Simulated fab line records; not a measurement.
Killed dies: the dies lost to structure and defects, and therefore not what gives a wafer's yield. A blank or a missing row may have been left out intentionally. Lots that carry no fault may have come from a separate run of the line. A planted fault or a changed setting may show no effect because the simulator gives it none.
fab line records ; flow sky130
[record] lots = 5; wafers = 15; last-day = 50
route steps=708 shown VIA3@587 METAL4@598 PAD_OPEN@708
lots untouched by any fault: they come from a run of this same line in which no faults occurred
start-h: start of the lot's first displayed wafer, in hours after the record's first day ; wait-h: hours since the lot's step before ; " same as the row above ; L1.1+2: a row that stands for several wafers ; - no value, or no start given ; * or withheld: withheld ; < > ~ a bound
route shown NAME@n: names a module that has steps shown in the file, with the first one's number in the route ; usual: mean/standard deviation taken from wafers without a fault ; same: alike in all rows ; chamber/n: place in a boat ; sites: each site's reading ; _std_site: the standard deviation of these ; _edge_site: outer sites' mean less inner sites' ; radius-mm: for every site, how far away it sits from the centre of the wafer ; mask NAME#n: copy n ; behind: the tool/chamber that last shaped the wafer ; hold: reason for holding the lot/hours on hold/outcome of the hold ; device: the transistor (n, p or np) that didn't switch ; end of line: the route-end tests of the same wafers ; for a step that has no rows: nothing shown but its recipe ; killed: the dies lost at the first sort to structure and to defects; this is not the yield of the wafer ; map: the dies of a wafer, with x for killed, . for not killed, _ for no die there
set.NAME: setting as actually run; set.NAME@STEP: the setting as run at that earlier step ; model.NAME: the simulator's own value behind a step, which no gauge read
certain route steps with their lots: each step a table, each wafer a row
services: when a tool's chamber went out of use (start-h, in hours from the record's first day, below 0 if earlier), for how many hours, and the reason
[[steps]]
[step SKY_VIA3_ETCH_14]
[recipe] chemistry = N2/H2; target = BARC; ion-energy-ev = 200; source-w = 500; bias-w = 100; pressure-mtorr = 30; n2-flow-sccm = 100; h2-flow-sccm = 200; stop-on = SiO2; time-s = 45.9; target-depth-a = 600
[step SKY_VIA3_ETCH_15]
[recipe] target = SiO2; chemistry = C4F8/O2/Ar; target-depth-nm = 507; stop-on = TiN; mask-material = KrF-thick; source-w = 1500; bias-w = 1200; pressure-mtorr = 40; c4f8-flow-sccm = withheld; O2_flow_sccm = 6; Ar_flow_sccm = 300; time-s = 78
[usual] oes-product-au = 0.945/0.0043
lot.wafer;tool;chamber;start-h;wait-h;oes-product-au;rf-hours-counter-h
L389.1;rie-diel-03;0;1002.18;0.0;0.944;5
L389.2;rie-diel-03;2;1002.18;0.0;0.948;24
L389.3;rie-diel-03;1;1002.18;0.0;0.949;19
L392.1;rie-diel-01;3;1021.05;0.0;0.950;13
L392.4;rie-diel-01;2;1021.05;0.0;0.939;20
L392.6;rie-diel-01;3;1021.05;0.0;0.946;-
L394.2;rie-diel-02;0;1038.65;0.0;0.944;16
L394.4;rie-diel-02;1;1038.65;0.0;0.945;9
L394.5;rie-diel-02;3;1038.65;0.0;0.949;-
L400.2;rie-diel-02;3;1071.76;0.0;0.946;15
L400.3;rie-diel-02;0;1071.76;0.0;0.941;17
L400.6;rie-diel-02;1;1071.76;0.0;0.950;-
L401.2;rie-diel-02;0;1077.63;0.0;0.941;17
L401.3;rie-diel-02;1;1077.63;0.0;0.943;10
L401.5;rie-diel-02;0;1077.63;0.0;0.943;-
[step SKY_VIA3_STRIP_16]
[recipe] chemistry = O2/N2; power-w = 1400; pressure-mtorr = 1500; platen-temp-c = withheld; o2-flow-sccm = 3000; n2-flow-sccm = 300; overash-fraction = 0.5
[usual] drypump-motor-current-A = 5.9/0.5; oes-product-au = 0.402/0.0046; strip-time-to-endpoint-s = 4.13/0.033
lot.wafer;tool;chamber;start-h;wait-h;drypump-motor-current-A;oes-product-au;rf-hours-counter-h;strip-time-to-endpoint-s
L389.1;plasma-asher-01;1;1002.24;0.0;6.3;0.402;114;4.15
L389.2;plasma-asher-01;0;1002.24;0.0;6.5;0.400;114;4.15
L389.3;plasma-asher-01;0;1002.24;0.0;6.5;0.403;-;4.11
L392.1;plasma-asher-01;1;1021.11;0.0;6.3;0.406;116;4.18
L392.4;plasma-asher-01;1;1021.11;0.0;6.3;0.398;-;4.15
L392.6;plasma-asher-01;1;1021.11;0.0;6.3;0.407;-;4.14
L394.2;plasma-asher-02;1;1038.71;0.0;4.9;0.396;90;4.10
L394.4;plasma-asher-02;1;1038.71;0.0;4.9;0.404;-;4.11
L394.5;plasma-asher-02;0;1038.71;0.0;5.5;0.401;-;4.14
L400.2;plasma-asher-04;0;1071.82;0.0;6.0;0.402;32;4.11
L400.3;plasma-asher-04;1;1071.82;0.0;5.6;0.402;-;4.09
L400.6;plasma-asher-04;0;1071.82;0.0;5.9;0.395;-;4.08
L401.2;plasma-asher-02;1;1077.69;0.0;4.9;0.412;94;4.12
L401.3;plasma-asher-02;1;1077.69;0.0;4.9;0.408;-;4.12
L401.5;plasma-asher-02;1;1077.69;0.0;4.9;0.395;-;4.12
[step SKY_VIA3_STRIP_17]
[recipe] chemistry = post-etch-residue-remover; time-s = 1200; temp-c = 72.5
[step SKY_VIA3_CLEAN_18]
[recipe] chemistry = IPA; time-s = 180; temp-c = 25
[step SKY_VIA3_CLEAN_19]
[recipe] chemistry = O3/DIW; dry = n2-spin
[step SKY_VIA3_SPUTTER_20]
[recipe] material = TiN; target-thk-nm = 20; chamber-pressure-pa = 5; power-w = 4000; time-s = 80
[usual] cathode-dc-power-W = 3999.9/0.76; throttle-valve-pct = 29.7/0.86
lot.wafer;tool;chamber;start-h;wait-h;cathode-dc-power-W;throttle-valve-pct
L389.1;pvd-sputter-02;-;1002.83;0.0;3999.4;28.5
L389.2;pvd-sputter-02;-;1002.83;0.0;3999.0;29.4
L389.3;pvd-sputter-02;-;1002.83;0.0;3999.4;28.9
L392.1;pvd-sputter-01;-;1021.71;0.0;3999.7;29.1
L392.4;pvd-sputter-01;-;1021.71;0.0;4000.7;29.3
L392.6;pvd-sputter-01;-;1021.71;0.0;3999.4;29.5
L394.2;pvd-sputter-04;-;1039.31;0.0;3999.9;30.0
L394.4;pvd-sputter-04;-;1039.31;0.0;4001.3;30.0
L394.5;pvd-sputter-04;-;1039.31;0.0;4000.0;31.8
L400.2;pvd-sputter-01;-;1072.50;0.0;3999.8;29.4
L400.3;pvd-sputter-01;-;1072.50;0.0;4001.1;30.1
L400.6;pvd-sputter-01;-;1072.50;0.0;3998.5;29.5
L401.2;pvd-sputter-02;-;1078.28;0.0;3999.6;30.3
L401.3;pvd-sputter-02;-;1078.28;0.0;3999.4;28.3
L401.5;pvd-sputter-02;-;1078.28;0.0;4000.3;29.2
[step SKY_VIA3_CVD_21]
[recipe] material = W; target-thk-nm = 390; time-s = 117.31; temp-c = 400; pressure-torr = 40
[step SKY_VIA3_RS_MEAS_22]
[recipe] thk-meas-gauge = four-point-probe; reads = W_of_VIA3_CVD_21+TiN_of_VIA3_SPUTTER_20
[usual] VIA3_W_RS = 0.2917/0.0028
lot.wafer;tool;chamber;start-h;wait-h;VIA3_W_RS[ohm/sq]
L389.1;film-metro-02;-;1003.07;0.1;0.2954
L389.2;film-metro-02;-;1003.07;0.1;0.2938
L389.3;film-metro-02;-;1003.07;0.1;0.2924
L392.1;film-metro-01;-;1021.90;0.1;0.2868
L392.4;film-metro-01;-;1021.90;0.1;0.2883
L392.6;film-metro-01;-;1021.90;0.1;0.2887
L394.2;film-metro-02;-;1039.51;0.1;0.2884
L394.4;film-metro-02;-;1039.51;0.1;0.2860
L394.5;film-metro-02;-;1039.51;0.1;0.2902
L400.2;film-metro-01;-;1072.70;0.1;0.2919
L400.3;film-metro-01;-;1072.70;0.1;0.2934
L400.6;film-metro-01;-;1072.70;0.1;0.2950
L401.2;film-metro-01;-;1078.49;0.1;0.2944
L401.3;film-metro-01;-;1078.49;0.1;0.2929
L401.5;film-metro-01;-;1078.49;0.1;0.2949
[step SKY_VIA3_THK_MEAS_23]
[recipe] thk-meas-gauge = xrf; reads = W_of_VIA3_CVD_21
[usual] VIA3_W_THK = 395/5.8
lot.wafer;tool;chamber;start-h;wait-h;VIA3_W_THK[nm]
L389.1;film-metro-02;-;1003.19;0.1;389
L389.2;film-metro-02;-;1003.19;0.1;391
L389.3;film-metro-02;-;1003.19;0.1;394
L392.1;film-metro-01;-;1022.02;0.1;406
L392.4;film-metro-01;-;1022.02;0.1;404
L392.6;film-metro-01;-;1022.02;0.1;405
L394.2;film-metro-02;-;1039.62;0.1;401
L394.4;film-metro-02;-;1039.62;0.1;402
L394.5;film-metro-02;-;1039.62;0.1;400
L400.2;film-metro-01;-;1072.81;0.1;399
L400.3;film-metro-01;-;1072.81;0.1;396
L400.6;film-metro-01;-;1072.81;0.1;396
L401.2;film-metro-01;-;1078.60;0.1;394
L401.3;film-metro-01;-;1078.60;0.1;395
L401.5;film-metro-01;-;1078.60;0.1;398
[step SKY_VIA3_CMP_24]
[recipe] stop-on = SiO2; t-overpolish-s = 20; down-force-psi = 3.5; platen-rpm = 60; target-thk-nm = 0; pad-velocity-m-s = 0.94248
[usual] motor-current-A = 11.7/0.84; overpolish-run-s = 20.000/0.0099; time-to-endpoint-s = 94/3.5
[same] t-overpolish-s = 20
lot.wafer;tool;chamber;start-h;wait-h;motor-current-A;overpolish-run-s;time-to-endpoint-s
L389.3;cmp-02;0;1003.37;0.1;11.3;20.009;93
L389.1;cmp-02;1;1003.37;0.1;11.3;19.991;94
L389.2;cmp-02;2;1003.37;0.1;11.8;20.003;90
L392.4;cmp-01;3;1022.08;0.0;11.3;19.998;97
L392.1;cmp-01;2;1022.08;0.0;11.0;19.991;99
L392.6;cmp-01;0;1022.08;0.0;13.1;19.994;98
L394.2;cmp-02;0;1039.77;0.1;11.2;20.010;93
L394.4;cmp-02;1;1039.77;0.1;10.6;19.984;100
L394.5;cmp-02;3;1039.77;0.1;12.4;20.018;91
L400.3;cmp-01;0;1072.89;0.1;13.7;19.996;93
L400.2;cmp-01;2;1072.89;0.1;11.3;20.011;99
L400.6;cmp-01;1;1072.89;0.1;12.1;20.000;96
L401.3;cmp-01;2;1078.65;0.0;11.5;20.023;100
L401.2;cmp-01;1;1078.65;0.0;12.9;20.011;96
L401.5;cmp-01;3;1078.65;0.0;11.4;20.009;90
[step SKY_METAL4_SPUTTER_00]
[recipe] material = Ti; target-thk-nm = 15; power-w = 3032; time-s = 10; chamber-pressure-pa = 0.4
[step SKY_METAL4_SPUTTER_01]
[recipe] material = TiN; target-thk-nm = 20; power-w = 6500; time-s = 16.7; chamber-pressure-pa = 0.4
[usual] cathode-dc-power-W = 6500.0/1.2; throttle-valve-pct = 29.8/1.1
lot.wafer;tool;chamber;start-h;wait-h;cathode-dc-power-W;throttle-valve-pct;model.TiN_of_METAL4_SPUTTER_01.thk-nm
L389.1;pvd-sputter-03;-;1003.70;0.0;6500.8;29.7;19.91
L389.2;pvd-sputter-03;-;1003.70;0.0;6500.1;32.1;20.22
L389.3;pvd-sputter-03;-;1003.70;0.0;6500.7;28.7;20.14
L392.1;pvd-sputter-03;-;1022.40;0.0;6502.1;29.5;9.559
L392.4;pvd-sputter-03;-;1022.40;0.0;6501.6;29.5;20.4
L392.6;pvd-sputter-03;-;1022.40;0.0;6500.1;29.1;9.887
L394.2;pvd-sputter-02;-;1039.99;0.0;6496.9;28.1;20.2
L394.4;pvd-sputter-02;-;1039.99;0.0;6501.7;30.1;19.96
L394.5;pvd-sputter-02;-;1039.99;0.0;6500.2;28.6;20.02
L400.2;pvd-sputter-02;-;1073.21;0.0;6501.2;29.0;20.18
L400.3;pvd-sputter-02;-;1073.21;0.0;6501.8;30.4;20.08
L400.6;pvd-sputter-02;-;1073.21;0.0;6500.1;28.4;20.1
L401.2;pvd-sputter-04;-;1078.97;0.0;6500.3;31.8;20.22
L401.3;pvd-sputter-04;-;1078.97;0.0;6499.1;29.9;20.09
L401.5;pvd-sputter-04;-;1078.97;0.0;6500.4;30.3;19.95
[step SKY_METAL4_SPUTTER_02]
[recipe] material = AlCu; target-thk-nm = 735; power-w = 10600; time-s = 39.1; chamber-pressure-pa = 0.4
[usual] cathode-dc-power-W = 10600/2.1; throttle-valve-pct = 29.8/1.1
lot.wafer;tool;chamber;start-h;wait-h;cathode-dc-power-W;throttle-valve-pct
L389.1;pvd-sputter-03;-;1003.72;0.0;10599;29.4
L389.2;pvd-sputter-03;-;1003.72;0.0;10600;31.8
L389.3;pvd-sputter-03;-;1003.72;0.0;10601;28.9
L392.1;pvd-sputter-03;-;1022.43;0.0;10603;29.3
L392.4;pvd-sputter-03;-;1022.43;0.0;10600;29.2
L392.6;pvd-sputter-03;-;1022.43;0.0;10599;28.9
L394.2;pvd-sputter-02;-;1040.02;0.0;10604;28.3
L394.4;pvd-sputter-02;-;1040.02;0.0;10602;30.3
L394.5;pvd-sputter-02;-;1040.02;0.0;10599;28.6
L400.2;pvd-sputter-02;-;1073.24;0.0;10603;28.6
L400.3;pvd-sputter-02;-;1073.24;0.0;10601;30.4
L400.6;pvd-sputter-02;-;1073.24;0.0;10600;28.4
L401.2;pvd-sputter-04;-;1079.00;0.0;10598;31.7
L401.3;pvd-sputter-04;-;1079.00;0.0;10597;30.1
L401.5;pvd-sputter-04;-;1079.00;0.0;10599;30.1
[step SKY_PAD_OPEN_PROBE_99]
[usual] defect-limited-yield = 82.3/2; killed_at_M0_to_M3 = 44/7.8; killed_at_M4_up = 2.9/1.7; killed-at-contacts = 24/5.4; killed-at-front-end = 15/4.5; killed-at-other = 0.3/0.55; killed-dies = 87/10; killed-open = 48/7.4; killed-short = 39/5.9; sort_bin_3_pad_short = 0.9/0.42; sort_bin_5_function = 10.4/1.5; sort_bin_6_memory = 6.4/1.2; sort-n-pass = 405/10; sort-yield-pct = 82.3/2
[same] gross-dies = 492; killed-at-back-side = 0; sort_bin_4_leakage[%] = 0; sort_bin_8_speed[%] = 0
lot.wafer;tool;chamber;start-h;wait-h;defect-limited-yield[%];killed_at_M0_to_M3;killed_at_M4_up;killed-at-contacts;killed-at-front-end;killed-at-other;killed-dies;killed-open;killed-short;sort_bin_3_pad_short[%];sort_bin_5_function[%];sort_bin_6_memory[%];sort-n-pass;sort-yield-pct[%]
L394.2;prober-02;-;1164.66;0.1;77.8;50;2;32;25;0;109;66;43;0.8;14.6;6.7;383;77.8
L394.4;prober-02;-;1164.76;0.2;82.1;39;5;26;17;1;88;52;36;0.8;11.0;6.1;404;82.1
L394.5;prober-02;-;1164.81;0.2;81.7;37;4;35;14;0;90;51;39;0.6;9.8;7.9;402;81.7
L400.2;prober-02;-;1192.57;0.1;83.1;46;6;20;10;1;83;42;41;1.2;10.8;4.9;409;83.1
L400.3;prober-02;-;1192.62;0.2;85.0;32;4;23;15;0;74;38;36;0.6;9.1;5.3;418;85.0
L400.6;prober-02;-;1192.77;0.2;77.8;66;4;26;13;0;109;60;49;1.0;12.0;9.1;383;77.8
// killed by level:class
L394.2 LI_CONTACT:geometric-particle:open=15 POLY_GATE:geometric-particle:open=10 VIA2:geometric-particle:open=9 VIA1:geometric-particle:short=8 CONTACT:geometric-particle:open=7 VIA3:geometric-particle:open=7 VIA1:geometric-particle:open=7 FIELD_ISO:geometric-particle:open=6
L394.4 LI_CONTACT:geometric-particle:open=10 VIA3:geometric-particle:open=8 CONTACT:geometric-particle:open=7 VIA2:geometric-particle:open=6 METAL1:geometric-particle:short=5 VIA2:geometric-particle:short=5 FIELD_ISO:geometric-particle:open=4 CONTACT:geometric-particle:short=4
L394.5 CONTACT:geometric-particle:open=12 VIA3:geometric-particle:open=10 LI_CONTACT:geometric-particle:open=9 VIA1:geometric-particle:open=7 LOCAL_INTERCONNECT:geometric-particle:short=5 CONTACT:geometric-particle:short=5 METAL1:geometric-particle:short=5 FIELD_ISO:geometric-particle:open=4
L400.2 VIA3:geometric-particle:open=9 METAL2:geometric-particle:short=8 VIA2:geometric-particle:open=8 LI_CONTACT:geometric-particle:open=7 CONTACT:geometric-particle:open=6 FIELD_ISO:geometric-particle:short=5 VIA1:geometric-particle:open=5 METAL4:geometric-particle:short=5
L400.3 VIA1:geometric-particle:open=7 LI_CONTACT:geometric-particle:open=6 VIA3:geometric-particle:open=6 CONTACT:geometric-particle:short=5 CONTACT:geometric-particle:open=5 FIELD_ISO:geometric-particle:short=4 FIELD_ISO:geometric-particle:open=3 POLY_GATE:geometric-particle:open=3
L400.6 VIA3:geometric-particle:open=15 VIA1:geometric-particle:open=11 METAL2:geometric-particle:short=10 CONTACT:geometric-particle:open=8 LI_CONTACT:geometric-particle:open=7 VIA2:geometric-particle:open=7 VIA3:geometric-particle:short=7 LOCAL_INTERCONNECT:geometric-particle:short=5
[[services]]
tool;chamber;start-h;hours;kind
pvd-sputter-01;0;982.06;-;consumable-replace:kit
pvd-sputter-01;0;982.06;18.0;scheduled-down
pvd-sputter-01;0;982.06;18.0;vent-cycle
rie-diel-01;0;984.41;1.3;repair
pvd-sputter-04;-;995.89;2.4;repair
pvd-sputter-03;-;998.68;1.3;repair
rie-diel-01;-;1002.27;4.0;pm
cmp-01;-;1013.92;2.5;repair
rie-diel-03;2;1016.50;4.0;repair
cmp-02;-;1018.50;0.5;repair
pvd-sputter-02;-;1020.01;3.4;repair
rie-diel-02;-;1020.69;0.6;repair
pvd-sputter-04;3;1022.09;-;consumable-replace:kit
pvd-sputter-04;3;1022.09;18.0;scheduled-down
pvd-sputter-04;3;1022.09;18.0;vent-cycle
pvd-sputter-03;3;1030.98;-;consumable-replace:kit
pvd-sputter-03;3;1030.98;18.0;scheduled-down
pvd-sputter-03;3;1030.98;18.0;vent-cycle
rie-diel-03;1;1037.33;15.0;repair
rie-diel-02;-;1041.94;0.3;repair
pvd-sputter-03;-;1050.67;1.0;repair
cmp-01;-;1051.35;5.8;pm
plasma-asher-01;-;1055.25;9.0;pm
rie-diel-01;2;1064.25;1.5;repair
[[key]]
first-sign none at tools or gauges
[model-effect] step = SKY_METAL4_SPUTTER_01; value = TiN_of_METAL4_SPUTTER_01.thk-nm; without = 20.38; struck = 9.723
met-at SKY_METAL4_SPUTTER_01
struck-wafers L392.1,L392.6
onset-between 1003.70 1022.40
[fault] kind = process-parameter-drift; tool = pvd-sputter-03; chamber = -; onset-h = 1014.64; steps = SKY_METAL4_SPUTTER_01; channel = target-thk-nm; offset = -10.662; shape = step; end-h = 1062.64; scope = struck-wafers-only; acts-in = these-recipes-only; stated = 20
